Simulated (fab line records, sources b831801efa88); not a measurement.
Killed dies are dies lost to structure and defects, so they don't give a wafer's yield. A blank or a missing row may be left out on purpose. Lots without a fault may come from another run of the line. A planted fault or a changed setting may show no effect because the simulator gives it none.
fab line records | flow sky130
record lots=5 wafers=15 last_day=49
route steps=708 shown CONTACT@426 METAL1@434 VIA1@458
lots that met no fault: from a run of the same line without faults
start_h: hours from the record's first day to the start of the lot's first wafer shown | wait_h: hours since the lot's step before | " the same as in the row above | L1.1+2: a row that stands for several wafers | - no value, or no start given | * or withheld: withheld | < > ~ a bound
route shown NAME@n: a module of which the file shows steps, and the number in the route of the first | usual: mean/standard deviation of fault-free wafers | same: alike in all rows | chamber/n: place in a boat | sites: the reading at each site | _std_site: their standard deviation | _edge_site: outer sites' mean less inner sites' | radius_mm: how far each site lies from the wafer's centre | mask NAME#n: copy n | behind: the tool/chamber that last shaped the wafer | hold: why the lot was held/for how many hours/how that ended | device: the transistor (n, p or np) that didn't switch | end of line: the same wafers' tests at the end of the route | a step without rows: its recipe alone | killed: dies lost to structure and defects at the first sort, not the wafer's yield | map: a wafer's dies, x killed, . not, _ none there
set.NAME: the setting as run; set.NAME@STEP: as run at that earlier step | model.NAME: the simulator's own value behind a step, which no gauge read
lots at some steps of the route; a table a step, a row a wafer
services: from which hour (start_h, from the record's first day; less than 0 if before it) a tool's chamber was out of use, for how many hours, and why
## steps
# step SKY_CONTACT_STRIP_20
# recipe chemistry=post_etch_residue_remover time_s=1200 temp_c=72.5
# columns lot.wafer tool chamber start_h wait_h
L074.2+3+4 wet_bench-04 0 730.14 0.1
L077.3+5+6 wet_bench-02 3 772.40 0.0
L078.3+5+6 wet_bench-04 1 851.43 0.0
L088.1+2+5 wet_bench-04 2 862.73 0.1
L092.2+5+6 wet_bench-03 2 867.78 0.1
# step SKY_CONTACT_CLEAN_21
# recipe chemistry=IPA time_s=180 temp_c=25
# columns lot.wafer tool chamber start_h wait_h
L074.2+3+4 wet_bench-02 2 730.48 0.0
L077.3+5+6 wet_bench-04 1 772.74 0.0
L078.3+5+6 wet_bench-03 0 851.77 0.0
L088.1+2+5 wet_bench-02 0 863.07 0.0
L092.2+5+6 wet_bench-02 3 868.12 0.0
# step SKY_CONTACT_CLEAN_22
# recipe chemistry=O3/DIW dry=n2_spin
# columns lot.wafer tool chamber start_h wait_h
L074.2+3+4 wet_bench-03 3 730.54 0.0
L077.3+5+6 wet_bench-03 1 772.80 0.0
L078.3+5+6 wet_bench-02 3 851.83 0.0
L088.1+2+5 wet_bench-03 0 863.13 0.0
L092.2+5+6 wet_bench-04 2 868.18 0.0
# step SKY_CONTACT_SPUTTER_23
# recipe material=TiN target_thk_nm=20 chamber_pressure_pa=5 power_w=4000 time_s=80
# usual throttle_valve_pct=29.6/0.82
# columns lot.wafer tool chamber start_h wait_h throttle_valve_pct
L074.2 pvd_sputter-04 - 730.64 0.0 31.0
L074.3 " - " " 30.2
L074.4 " - " " 29.4
L077.3 pvd_sputter-02 - 772.89 0.0 31.2
L077.5 " - " " 29.8
L077.6 " - " " 29.2
L078.3 pvd_sputter-01 - 851.92 0.0 28.8
L078.5 " - " " 30.5
L078.6 " - " " 28.9
L088.1 pvd_sputter-04 - 863.23 0.0 28.9
L088.2 " - " " 30.7
L088.5 " - " " 28.8
L092.2 pvd_sputter-02 - 868.28 0.0 29.7
L092.5 " - " " 29.7
L092.6 " - " " 29.2
# step SKY_CONTACT_CVD_24
# recipe material=W target_thk_nm=340 time_s=102.12 temp_c=400 pressure_torr=40
# usual heater_power_w=771/72
# columns lot.wafer tool chamber start_h wait_h heater_power_w
L074.2 cvd_w-01 0 730.70 0.0 686
L074.3 " 0 " " 689
L074.4 " 1 " " 760
L077.3 cvd_w-01 0 773.02 0.1 692
L077.5 " 0 " " 711
L077.6 " 0 " " 712
L078.3 cvd_w-01 1 852.06 0.1 779
L078.5 " 1 " " 747
L078.6 " 1 " " 763
L088.1 cvd_w-02 0 863.29 0.0 723
L088.2 " 1 " " 881
L088.5 " 1 " " 881
L092.2 cvd_w-02 1 868.35 0.0 882
L092.5 " 0 " " 720
L092.6 " 1 " " 868
# step SKY_CONTACT_RS_MEAS_25
# recipe thk_meas_gauge=four-point-probe reads=W_of_CONTACT_CVD_24+TiN_of_CONTACT_SPUTTER_23
# usual CONTACT_W_RS=0.339/0.0052
# columns lot.wafer tool chamber start_h wait_h CONTACT_W_RS[ohm/sq]
L074.2 film_metro-03 - 730.83 0.1 0.330
L074.3 " - " " 0.336
L074.4 " - " " 0.338
L077.3 film_metro-02 - 773.21 0.2 0.339
L077.5 " - " " 0.335
L077.6 " - " " 0.333
L078.3 film_metro-02 - 852.24 0.2 0.346
L078.5 " - " " 0.344
L078.6 " - " " 0.344
L088.1 film_metro-02 - 863.40 0.1 0.338
L088.2 " - " " 0.343
L088.5 " - " " 0.344
L092.2 film_metro-02 - 868.48 0.1 0.340
L092.5 " - " " 0.338
L092.6 " - " " 0.339
# step SKY_CONTACT_THK_MEAS_26
# recipe thk_meas_gauge=xrf reads=W_of_CONTACT_CVD_24
# usual CONTACT_W_THK=334/5.7
# columns lot.wafer tool chamber start_h wait_h CONTACT_W_THK[nm]
L074.2 film_metro-03 - 730.94 0.1 337
L074.3 " - " " 333
L074.4 " - " " 331
L077.3 film_metro-02 - 773.31 0.1 342
L077.5 " - " " 345
L077.6 " - " " 345
L078.3 film_metro-02 - 852.34 0.1 330
L078.5 " - " " 332
L078.6 " - " " 333
L088.1 film_metro-02 - 863.52 0.1 339
L088.2 " - " " 334
L088.5 " - " " 335
L092.2 film_metro-02 - 868.59 0.1 334
L092.5 " - " " 337
L092.6 " - " " 334
# step SKY_CONTACT_CMP_27
# recipe stop_on=SiO2 t_overpolish_s=15 down_force_psi=3.5 platen_rpm=60 target_thk_nm=0 pad_velocity_m_s=0.94248
# usual motor_current_A=11.0/1.1 overpolish_run_s=15.001/0.0093 time_to_endpoint_s=81/5.3
# columns lot.wafer tool chamber start_h wait_h motor_current_A overpolish_run_s time_to_endpoint_s
L074.2 cmp-01 1 730.99 0.0 9.9 15.006 80
L074.4 " 2 " " 13.1 15.004 79
L074.3 " 3 " " 10.8 15.011 78
L077.3 cmp-01 2 773.43 0.1 13.2 15.012 83
L077.5 " 2 " " 13.1 15.012 78
L077.6 " 3 " " 10.9 14.993 81
L078.3 cmp-02 3 852.53 0.2 11.9 14.989 85
L078.5 " 0 " " 10.0 15.012 86
L078.6 " 1 " " 10.5 15.004 72
L088.1 cmp-01 2 863.63 0.1 12.4 14.996 83
L088.2 " 3 " " 10.2 15.005 81
L088.5 " 1 " " 9.8 14.981 84
L092.2 cmp-02 0 868.69 0.1 9.8 14.994 89
L092.6 " 3 " " 11.0 14.991 91
L092.5 " 0 " " 10.1 15.015 92
# step SKY_METAL1_SPUTTER_00
# recipe material=Ti target_thk_nm=15 power_w=3000 time_s=10 chamber_pressure_pa=0.4
# usual throttle_valve_pct=30.5/0.94
# columns lot.wafer tool chamber start_h wait_h throttle_valve_pct
L074.2 pvd_sputter-02 - 731.29 0.2 31.0
L074.3 " - " " 29.0
L074.4 " - " " 30.8
L077.3 pvd_sputter-04 - 773.73 0.2 28.7
L077.5 " - " " 28.8
L077.6 " - " " 29.9
L078.3 pvd_sputter-04 - 852.68 0.1 30.0
L078.5 " - " " 30.7
L078.6 " - " " 30.1
L088.1 pvd_sputter-03 - 863.88 0.2 31.7
L088.2 " - " " 29.9
L088.5 " - " " 31.0
L092.2 pvd_sputter-03 - 868.94 0.2 31.2
L092.5 " - " " 31.4
L092.6 " - " " 31.9
# step SKY_METAL1_SPUTTER_01
# recipe material=TiN target_thk_nm=20 power_w=6500 time_s=16.7 chamber_pressure_pa=0.4
# usual throttle_valve_pct=30.5/0.92
# columns lot.wafer tool chamber start_h wait_h throttle_valve_pct
L074.2 pvd_sputter-02 - 731.32 0.0 30.7
L074.3 " - " " 29.0
L074.4 " - " " 31.1
L077.3 pvd_sputter-04 - 773.75 0.0 29.1
L077.5 " - " " 29.0
L077.6 " - " " 30.1
L078.3 pvd_sputter-04 - 852.70 0.0 30.4
L078.5 " - " " 30.8
L078.6 " - " " 30.0
L088.1 pvd_sputter-03 - 863.90 0.0 31.8
L088.2 " - " " 30.0
L088.5 " - " " 31.5
L092.2 pvd_sputter-03 - 868.96 0.0 31.7
L092.5 " - " " 31.3
L092.6 " - " " 31.8
# step SKY_METAL1_SPUTTER_02
# recipe material=AlCu target_thk_nm=250 power_w=10600 time_s=13.3 chamber_pressure_pa=0.4
# usual throttle_valve_pct=30.5/0.94
# columns lot.wafer tool chamber start_h wait_h throttle_valve_pct
L074.2 pvd_sputter-02 - 731.34 0.0 30.9
L074.3 " - " " 29.3
L074.4 " - " " 31.0
L077.3 pvd_sputter-04 - 773.78 0.0 28.7
L077.5 " - " " 28.8
L077.6 " - " " 30.1
L078.3 pvd_sputter-04 - 852.73 0.0 30.2
L078.5 " - " " 30.7
L078.6 " - " " 30.2
L088.1 pvd_sputter-03 - 863.93 0.0 31.8
L088.2 " - " " 30.0
L088.5 " - " " 31.2
L092.2 pvd_sputter-03 - 868.98 0.0 31.2
L092.5 " - " " 31.2
L092.6 " - " " 31.9
# step SKY_METAL1_SPUTTER_03
# recipe material=Ti target_thk_nm=5 power_w=3000 time_s=3.3 chamber_pressure_pa=0.4
# usual throttle_valve_pct=30.5/0.94
# columns lot.wafer tool chamber start_h wait_h throttle_valve_pct
L074.2 pvd_sputter-02 - 731.37 0.0 30.7
L074.3 " - " " 28.8
L074.4 " - " " 30.6
L077.3 pvd_sputter-04 - 773.80 0.0 28.6
L077.5 " - " " 29.0
L077.6 " - " " 30.4
L078.3 pvd_sputter-04 - 852.75 0.0 29.9
L078.5 " - " " 30.7
L078.6 " - " " 30.3
L088.1 pvd_sputter-03 - 863.95 0.0 31.6
L088.2 " - " " 30.0
L088.5 " - " " 31.4
L092.2 pvd_sputter-03 - 869.01 0.0 31.3
L092.5 " - " " 31.4
L092.6 " - " " 32.0
# step SKY_METAL1_SPUTTER_04
# recipe material=TiN target_thk_nm=70 power_w=6500 time_s=58.3 chamber_pressure_pa=0.4
# usual throttle_valve_pct=30.5/0.91
# columns lot.wafer tool chamber start_h wait_h throttle_valve_pct
L074.2 pvd_sputter-02 - 731.38 0.0 31.1
L074.3 " - " " 29.0
L074.4 " - " " 30.9
L077.3 pvd_sputter-04 - 773.82 0.0 28.7
L077.5 " - " " 28.9
L077.6 " - " " 30.1
L078.3 pvd_sputter-04 - 852.77 0.0 30.0
L078.5 " - " " 30.5
L078.6 " - " " 30.2
L088.1 pvd_sputter-03 - 863.97 0.0 31.6
L088.2 " - " " 30.0
L088.5 " - " " 31.2
L092.2 pvd_sputter-03 - 869.03 0.0 31.4
L092.5 " - " " 31.4
L092.6 " - " " 31.7
# step SKY_METAL1_RS_MEAS_05
# recipe thk_meas_gauge=four-point-probe reads=TiN_of_METAL1_SPUTTER_04+Ti_of_METAL1_SPUTTER_03+AlCu_of_METAL1_SPUTTER_02+TiN_of_METAL1_SPUTTER_01+Ti_of_METAL1_SPUTTER_00
# usual METAL1_ALCU_RS=0.1274/0.0018
# columns lot.wafer tool chamber start_h wait_h METAL1_ALCU_RS[ohm/sq]
L074.2 film_metro-03 - 731.45 0.0 0.1286
L074.3 " - " " 0.1282
L074.4 " - " " 0.1265
L077.3 film_metro-03 - 773.91 0.1 0.1266
L077.5 " - " " 0.1268
L077.6 " - " " 0.1262
L078.3 film_metro-04 - 852.86 0.1 0.1252
L078.5 " - " " 0.1251
L078.6 " - " " 0.1254
L088.1 film_metro-04 - 864.02 0.0 0.1248
L088.2 " - " " 0.1246
L088.5 " - " " 0.1259
L092.2 film_metro-04 - 869.10 0.0 0.1296
L092.5 " - " " 0.1297
L092.6 " - " " 0.1270
# step SKY_METAL1_THK_MEAS_06
# recipe thk_meas_gauge=xrf reads=AlCu_of_METAL1_SPUTTER_02
# usual METAL1_ALCU_THK=243/3.9
# columns lot.wafer tool chamber start_h wait_h METAL1_ALCU_THK[nm]
L074.2 film_metro-03 - 731.56 0.1 240
L074.3 " - " " 243
L074.4 " - " " 245
L077.3 film_metro-03 - 774.01 0.1 244
L077.5 " - " " 244
L077.6 " - " " 246
L078.3 film_metro-04 - 852.96 0.1 248
L078.5 " - " " 248
L078.6 " - " " 250
L088.1 film_metro-04 - 864.14 0.1 247
L088.2 " - " " 249
L088.5 " - " " 247
L092.2 film_metro-04 - 869.21 0.1 242
L092.5 " - " " 240
L092.6 " - " " 246
# step SKY_METAL1_DEHYDRATE_07
# recipe temp_c=200 time_s=60
# columns lot.wafer tool chamber start_h wait_h
L074.2+3+4 litho_track-04 0 744.92 13.4
L077.3+5+6 litho_track-03 0 786.65 12.6
L078.3+5+6 litho_track-02 0 865.14 12.2
L088.1+2+5 litho_track-02 0 876.44 12.3
L092.2+5+6 litho_track-03 0 881.48 12.3
# step SKY_METAL1_HMDS_08
# recipe prime_time_s=60 prime_temp_c=120
# columns lot.wafer tool chamber start_h wait_h
L074.2+3+4 litho_track-04 0 745.07 0.1
L077.3+5+6 litho_track-03 0 786.80 0.1
L078.3+5+6 litho_track-02 0 865.29 0.1
L088.1+2+5 litho_track-02 0 876.59 0.1
L092.2+5+6 litho_track-03 0 881.63 0.1
# step SKY_METAL1_COAT_09
# recipe resist=BARC temp_c=withheld time_s=withheld spin_rpm=3000 resist_thk_nm=60
# columns lot.wafer tool chamber start_h wait_h
L074.2+3+4 litho_track-04 0 745.22 0.1
L077.3+5+6 litho_track-03 0 786.95 0.1
L078.3+5+6 litho_track-02 0 865.44 0.1
L088.1+2+5 litho_track-02 0 876.74 0.1
L092.2+5+6 litho_track-03 0 881.78 0.1
# step SKY_METAL1_COAT_10
# recipe resist=KrF-thick spin_rpm=3000 resist_thk_nm=450
# columns lot.wafer tool chamber start_h wait_h
L074.2+3+4 litho_track-04 0 - -
L077.3+5+6 litho_track-03 0 - -
L078.3+5+6 litho_track-02 0 - -
L088.1+2+5 litho_track-02 0 - -
L092.2+5+6 litho_track-03 0 - -
# step SKY_METAL1_SOFTBAKE_11
# recipe temp_c=100 time_s=90 resist=KrF-thick
# columns lot.wafer tool chamber start_h wait_h
L074.2+3+4 litho_track-04 0 - -
L077.3+5+6 litho_track-03 0 - -
L078.3+5+6 litho_track-02 0 - -
L088.1+2+5 litho_track-02 0 - -
L092.2+5+6 litho_track-03 0 - -
# step SKY_METAL1_EXPOSE_12
# recipe mask_id=MM1 na=0.8 source_shape=annular sigma_inner=0.55 sigma_outer=0.85 target_cd_nm=140 dose_mj=28
# usual exposure_dose_mJ_cm2=28.004/0.028
# columns lot.wafer tool chamber start_h wait_h mask exposure_dose_mJ_cm2
L074.2 krf_scanner-01 0 - - MM1#0 27.996
L074.3 " 0 " " MM1#0 28.007
L074.4 " 0 " " MM1#0 27.999
L077.3 krf_scanner-01 0 - - MM1#0 27.995
L077.5 " 0 " " MM1#0 28.048
L077.6 " 0 " " MM1#0 27.984
L078.3 krf_scanner-01 0 - - MM1#0 27.920
L078.5 " 0 " " MM1#0 28.015
L078.6 " 0 " " MM1#0 27.966
L088.1 krf_scanner-02 0 - - MM1#0 28.004
L088.2 " 0 " " MM1#0 28.020
L088.5 " 0 " " MM1#0 28.023
L092.2 krf_scanner-01 0 - - MM1#0 28.008
L092.5 " 0 " " MM1#0 28.014
L092.6 " 0 " " MM1#0 28.036
# step SKY_METAL1_PEB_13
# recipe peb_temp_c=withheld peb_time_s=withheld resist=KrF-thick
# columns lot.wafer tool chamber start_h wait_h
L074.2+3+4 litho_track-02 0 - -
L077.3+5+6 litho_track-02 0 - -
L078.3+5+6 litho_track-04 0 - -
L088.1+2+5 litho_track-04 0 - -
L092.2+5+6 litho_track-03 0 - -
# step SKY_METAL1_DEVELOP_14
# recipe develop_time_s=60 resist=KrF-thick dev_temp_c=21
# same develop_time_s=60
# columns lot.wafer tool chamber start_h wait_h
L074.2+3+4 litho_track-02 0 - -
L077.3+5+6 litho_track-02 0 - -
L078.3+5+6 litho_track-04 0 - -
L088.1+2+5 litho_track-04 0 - -
L092.2+5+6 litho_track-03 0 - -
# step SKY_METAL1_CD_MEAS_15
# recipe target_cd_nm=140
# usual cd_nm=139.8/1.5
# columns lot.wafer tool chamber start_h wait_h cd_nm
L074.2 cd_sem-02 - 758.96 - 141.0
L074.3 " - " " 140.3
L074.4 " - " " 140.7
L077.3 cd_sem-02 - 801.33 - 139.3
L077.5 " - " " 139.9
L077.6 " - " " 140.4
L078.3 cd_sem-01 - 878.79 - 139.7
L078.5 " - " " 139.9
L078.6 " - " " 139.2
L088.1 cd_sem-02 - 889.55 - 138.7
L088.2 " - " " 139.9
L088.5 " - " " 140.8
L092.2 cd_sem-01 - 894.62 - 139.7
L092.5 " - " " 139.2
L092.6 " - " " 138.1
# step SKY_METAL1_OVL_MEAS_16
# usual METAL1_OVL=1/6.4
# columns lot.wafer tool chamber start_h wait_h METAL1_OVL[nm]
L074.2 overlay-01 - 759.07 0.1 18
L074.3 " - " " 11
L074.4 " - " " 12
L077.3 overlay-02 - 801.42 0.1 -5
L077.5 " - " " -4
L077.6 " - " " -13
L078.3 overlay-01 - 878.88 0.1 -2
L078.5 " - " " -6
L078.6 " - " " -7
L088.1 overlay-02 - 889.67 0.1 6
L088.2 " - " " 0
L088.5 " - " " 2
L092.2 overlay-02 - 894.73 0.1 -6
L092.5 " - " " -1
L092.6 " - " " -3
# step SKY_METAL1_DESCUM_17
# recipe chemistry=O2 source_power_w=150 bias_power_w=0 pressure_mtorr=10 temp_c=40 time_s=8
# usual drypump_motor_current_A=5.8/0.42 oes_product_au=0.996/0.0095
# columns lot.wafer tool chamber start_h wait_h drypump_motor_current_A oes_product_au rf_hours_counter_h
L074.2 rie_metal-04 1 759.10 0.0 5.2 1.003 5
L074.3 " 1 " " 5.2 1.000 -
L074.4 " 0 " " 5.8 1.005 -
L077.3 rie_metal-03 1 801.47 0.0 5.6 0.995 -
L077.5 " 1 " " 5.6 0.983 -
L077.6 " 1 " " 5.6 0.993 -
L078.3 rie_metal-04 0 878.93 0.0 5.9 0.997 -
L078.5 " 0 " " 5.9 1.004 -
L078.6 " 0 " " 5.8 1.003 -
L088.1 rie_metal-01 1 889.71 0.0 5.1 0.987 3
L088.2 " 0 " " 6.2 1.002 11
L088.5 " 0 " " 6.2 1.007 -
L092.2 rie_metal-01 0 894.76 0.0 6.2 1.004 12
L092.5 " 1 " " 5.1 0.979 -
L092.6 " 0 " " 6.2 1.009 -
# step SKY_METAL1_ETCH_18
# recipe chemistry=N2/H2 target=BARC ion_energy_ev=200 bias_w=100 pressure_mtorr=30 n2_flow_sccm=100 h2_flow_sccm=200 icp_w=500 stop_on=SiO2 time_s=45.9 target_depth_a=600
# usual drypump_motor_current_A=5.8/0.42 n2_flow_sccm=100.01/0.29 oes_product_au=0.854/0.0051 throttle_valve_pct=13.224/0.0092
# columns lot.wafer tool chamber start_h wait_h drypump_motor_current_A n2_flow_sccm oes_product_au rf_hours_counter_h throttle_valve_pct
L074.2 rie_metal-04 1 759.13 0.0 5.2 99.91 0.858 5 13.222
L074.3 " 1 " " 5.2 99.91 0.856 - 13.218
L074.4 " 0 " " 5.8 99.89 0.858 - 13.214
L077.3 rie_metal-03 1 801.55 0.1 5.6 100.11 0.853 - 13.212
L077.5 " 1 " " 5.6 99.85 0.851 - 13.233
L077.6 " 1 " " 5.6 100.01 0.854 - 13.224
L078.3 rie_metal-04 0 879.01 0.1 5.9 100.00 0.850 - 13.228
L078.5 " 0 " " 5.8 100.27 0.851 - 13.245
L078.6 " 0 " " 5.9 99.91 0.853 - 13.230
L088.1 rie_metal-01 1 889.74 0.0 5.1 100.19 0.856 3 13.222
L088.2 " 0 " " 6.2 99.84 0.857 11 13.219
L088.5 " 0 " " 6.2 99.45 0.851 - 13.210
L092.2 rie_metal-01 0 894.79 0.0 6.2 99.51 0.847 12 13.219
L092.5 " 1 " " 5.1 100.41 0.850 - 13.225
L092.6 " 0 " " 6.2 99.66 0.862 - 13.234
# step SKY_METAL1_METAL_ETCH_19
# recipe target_depth_a=3600 stop_on=SiO2 over_etch_frac=0.3 time_s=78 chemistry=Cl2/BCl3 resist_sidewall_deg=88 pressure_mtorr=10 icp_w=900 bias_w=48.5 Cl2_flow_sccm=60 bcl3_flow_sccm=30
# usual drypump_motor_current_A=5.8/0.42 oes_product_au=0.854/0.0062 throttle_valve_pct=22.264/0.0093
# columns lot.wafer tool chamber start_h wait_h drypump_motor_current_A oes_product_au rf_hours_counter_h throttle_valve_pct
L074.2 rie_metal-04 1 759.19 0.0 5.2 0.851 5 22.248
L074.3 " 1 " " 5.2 0.848 - 22.266
L074.4 " 0 " " 5.9 0.857 - 22.265
L077.3 rie_metal-03 1 801.70 0.1 5.6 0.856 - 22.265
L077.5 " 1 " " 5.6 0.855 - 22.261
L077.6 " 1 " " 5.6 0.859 - 22.271
L078.3 rie_metal-04 0 879.16 0.1 5.8 0.853 - 22.260
L078.5 " 0 " " 5.8 0.846 - 22.259
L078.6 " 0 " " 5.9 0.864 - 22.265
L088.1 rie_metal-01 1 889.80 0.0 5.1 0.856 3 22.262
L088.2 " 0 " " 6.2 0.857 11 22.273
L088.5 " 0 " " 6.2 0.854 - 22.276
L092.2 rie_metal-01 0 894.86 0.0 6.2 0.849 12 22.266
L092.5 " 1 " " 5.1 0.853 - 22.274
L092.6 " 0 " " 6.2 0.847 - 22.271
# step SKY_METAL1_STRIP_20
# recipe chemistry=O2/N2 power_w=1400 pressure_mtorr=1500 platen_temp_c=withheld o2_flow_sccm=3000 n2_flow_sccm=300 overash_fraction=0.5
# usual drypump_motor_current_A=5.8/0.61 n2_flow_sccm=299.9/0.91 oes_product_au=0.343/0.0047 strip_time_to_endpoint_s=2.71/0.038
# columns lot.wafer tool chamber start_h wait_h drypump_motor_current_A n2_flow_sccm oes_product_au rf_hours_counter_h strip_time_to_endpoint_s
L074.2 plasma_asher-01 1 759.28 0.1 5.6 300.3 0.337 60 2.69
L074.3 " 1 " " 5.6 300.3 0.338 - 2.68
L074.4 " 0 " " 5.3 301.7 0.341 - 2.63
L077.3 plasma_asher-04 0 801.85 0.1 5.2 297.8 0.343 - 2.72
L077.5 " 1 " " 6.5 300.4 0.338 - 2.72
L077.6 " 0 " " 5.3 299.7 0.335 - 2.74
L078.3 plasma_asher-02 0 879.31 0.1 6.8 300.0 0.345 - 2.71
L078.5 " 1 " " 5.4 298.9 0.350 - 2.68
L078.6 " 0 " " 6.7 299.7 0.343 - 2.67
L088.1 plasma_asher-04 0 889.89 0.1 5.2 298.4 0.344 17 2.74
L088.2 " 1 " " 6.4 301.0 0.340 17 2.66
L088.5 " 1 " " 6.4 299.9 0.341 - 2.71
L092.2 plasma_asher-04 0 894.95 0.1 5.3 299.9 0.337 17 2.64
L092.5 " 1 " " 6.5 298.6 0.344 - 2.76
L092.6 " 0 " " 5.3 301.1 0.346 - 2.67
# step SKY_METAL1_STRIP_21
# recipe chemistry=post_etch_residue_remover time_s=1200 temp_c=72.5
# columns lot.wafer tool chamber start_h wait_h
L074.2+3+4 wet_bench-02 3 759.38 0.1
L077.3+5+6 wet_bench-01 3 801.92 0.0
L078.3+5+6 wet_bench-01 0 879.38 0.0
L088.1+2+5 wet_bench-01 0 889.99 0.1
L092.2+5+6 wet_bench-02 1 895.05 0.1
# step SKY_METAL1_CLEAN_22
# recipe chemistry=IPA time_s=180 temp_c=25
# columns lot.wafer tool chamber start_h wait_h
L074.2+3+4 wet_bench-01 1 759.72 0.0
L077.3+5+6 wet_bench-04 2 802.29 0.0
L078.3+5+6 wet_bench-02 2 879.72 0.0
L088.1+2+5 wet_bench-04 3 890.33 0.0
L092.2+5+6 wet_bench-04 3 895.42 0.0
# step SKY_METAL1_CLEAN_23
# recipe chemistry=O3/DIW dry=n2_spin
# columns lot.wafer tool chamber start_h wait_h
L074.2+3+4 wet_bench-04 3 759.78 0.0
L077.3+5+6 wet_bench-02 3 802.35 0.0
L078.3+5+6 wet_bench-04 1 879.78 0.0
L088.1+2+5 wet_bench-02 3 890.39 0.0
L092.2+5+6 wet_bench-01 2 895.48 0.0
# step SKY_VIA1_HDPCVD_00
# recipe material=SiO2 target_thk_nm=1030 sigma_open_frac=0.3 time_s=171.7 temp_c=400 sih4_flow_sccm=60 pressure_mtorr=6
# usual pressure_mtorr=6.000/0.014
# columns lot.wafer tool chamber start_h wait_h pressure_mtorr
L074.2 hdpcvd-01 2 759.87 0.0 5.978
L074.3 " 0 " " 5.991
L074.4 " 2 " " 6.004
L077.3 hdpcvd-01 2 802.45 0.0 6.017
L077.5 " 0 " " 6.004
L077.6 " 2 " " 6.014
L078.3 hdpcvd-02 2 879.87 0.0 5.990
L078.5 " 0 " " 6.005
L078.6 " 1 " " 5.999
L088.1 hdpcvd-02 2 890.49 0.0 5.965
L088.2 " 1 " " 6.030
L088.5 " 1 " " 6.001
L092.2 hdpcvd-02 2 895.57 0.0 5.979
L092.5 " 1 " " 5.982
L092.6 " 0 " " 6.002
# step SKY_VIA1_THK_MEAS_01
# recipe reads=SiO2_of_VIA1_HDPCVD_00
# usual VIA1_HDPCVD_THK=1027/15
# columns lot.wafer tool chamber start_h wait_h VIA1_HDPCVD_THK[nm]
L074.2 film_metro-04 - 760.00 0.1 1013
L074.3 " - " " 1025
L074.4 " - " " 998
L077.3 film_metro-03 - 802.58 0.1 1034
L077.5 " - " " 1027
L077.6 " - " " 1010
L078.3 film_metro-04 - 880.00 0.1 1033
L078.5 " - " " 1027
L078.6 " - " " 1037
L088.1 film_metro-02 - 890.60 0.1 1032
L088.2 " - " " 1026
L088.5 " - " " 1040
L092.2 film_metro-03 - 895.70 0.1 1021
L092.5 " - " " 1030
L092.6 " - " " 1018
# step SKY_VIA1_CMP_02
# recipe material=SiO2 down_force_psi=4 platen_rpm=60 pad_velocity_m_s=0.94248
# usual motor_current_A=12.1/1.3
# columns lot.wafer tool chamber start_h wait_h motor_current_A
L074.4 cmp-02 2 760.05 0.0 11.9
L074.2 " 3 " " 12.4
L074.3 " 1 " " 11.1
L077.3 cmp-02 2 802.77 0.2 11.6
L077.6 " 3 " " 12.1
L077.5 " 0 " " 10.7
L078.3 cmp-01 0 880.04 0.0 13.1
L078.6 " 0 " " 13.3
L078.5 " 1 " " 10.9
L088.2 cmp-01 2 890.66 0.0 14.8
L088.1 " 0 " " 13.1
L088.5 " 2 " " 14.8
L092.2 cmp-02 2 895.90 0.2 11.5
L092.6 " 3 " " 12.0
L092.5 " 0 " " 10.0
# step SKY_VIA1_BOW_MEAS_03
# recipe mode=bow
# usual VIA1_BOW=80/7
# columns lot.wafer tool chamber start_h wait_h VIA1_BOW[um]
L074.2 film_metro-04 - 760.37 0.2 76
L074.3 " - " " 74
L074.4 " - " " 81
L077.3 film_metro-03 - 802.96 0.1 72
L077.5 " - " " 75
L077.6 " - " " 73
L078.3 film_metro-02 - 880.38 0.3 86
L078.5 " - " " 81
L078.6 " - " " 83
L088.1 film_metro-03 - 890.96 0.1 78
L088.2 " - " " 77
L088.5 " - " " 81
L092.2 film_metro-02 - 896.07 0.1 87
L092.5 " - " " 89
L092.6 " - " " 80
# step SKY_VIA1_DEHYDRATE_04
# recipe temp_c=200 time_s=60
# columns lot.wafer tool chamber start_h wait_h
L074.2+3+4 litho_track-01 0 773.23 12.8
L077.3+5+6 litho_track-03 0 814.80 11.8
L078.3+5+6 litho_track-01 0 892.61 12.2
L088.1+2+5 litho_track-01 0 903.01 12.0
L092.2+5+6 litho_track-04 0 907.82 11.7
# step SKY_VIA1_HMDS_05
# recipe prime_time_s=60 prime_temp_c=120
# columns lot.wafer tool chamber start_h wait_h
L074.2+3+4 litho_track-01 0 773.38 0.1
L077.3+5+6 litho_track-03 0 814.95 0.1
L078.3+5+6 litho_track-01 0 892.76 0.1
L088.1+2+5 litho_track-01 0 903.16 0.1
L092.2+5+6 litho_track-04 0 907.97 0.1
# step SKY_VIA1_COAT_06
# recipe resist=BARC temp_c=withheld time_s=withheld spin_rpm=3000 resist_thk_nm=60
# columns lot.wafer tool chamber start_h wait_h
L074.2+3+4 litho_track-01 0 773.53 0.1
L077.3+5+6 litho_track-03 0 815.10 0.1
L078.3+5+6 litho_track-01 0 892.91 0.1
L088.1+2+5 litho_track-01 0 903.31 0.1
L092.2+5+6 litho_track-04 0 908.12 0.1
## services
# columns tool chamber start_h hours kind
krf_scanner-01 - 710.76 0.8 pm
pvd_sputter-04 - 713.45 1.0 repair
pvd_sputter-04 - 721.00 1.3 repair
pvd_sputter-02 - 725.86 0.5 repair
plasma_asher-04 - 733.83 9.0 pm
krf_scanner-01 - 736.96 1.0 pm
cmp-02 - 744.04 4.0 pm
pvd_sputter-04 - 749.59 3.3 repair
pvd_sputter-04 - 752.64 0.5 repair
pvd_sputter-02 - 753.06 2.0 repair
pvd_sputter-03 - 768.61 2.6 repair
cmp-02 - 771.87 0.7 repair
cmp-01 - 781.09 6.2 pm
cmp-01 - 797.86 0.8 repair
krf_scanner-01 - 804.84 1.3 pm
pvd_sputter-02 - 829.06 0.9 repair
cmp-01 - 831.85 10.3 pm
rie_metal-01 0 834.26 3.8 repair
pvd_sputter-03 - 846.38 2.2 repair
cmp-02 - 847.73 0.8 repair
wet_bench-02 - 865.37 1.0 repair
rie_metal-04 1 870.82 19.7 repair
wet_bench-01 - 899.87 2.1 repair
krf_scanner-01 - 905.96 1.0 pm
## key
fault none
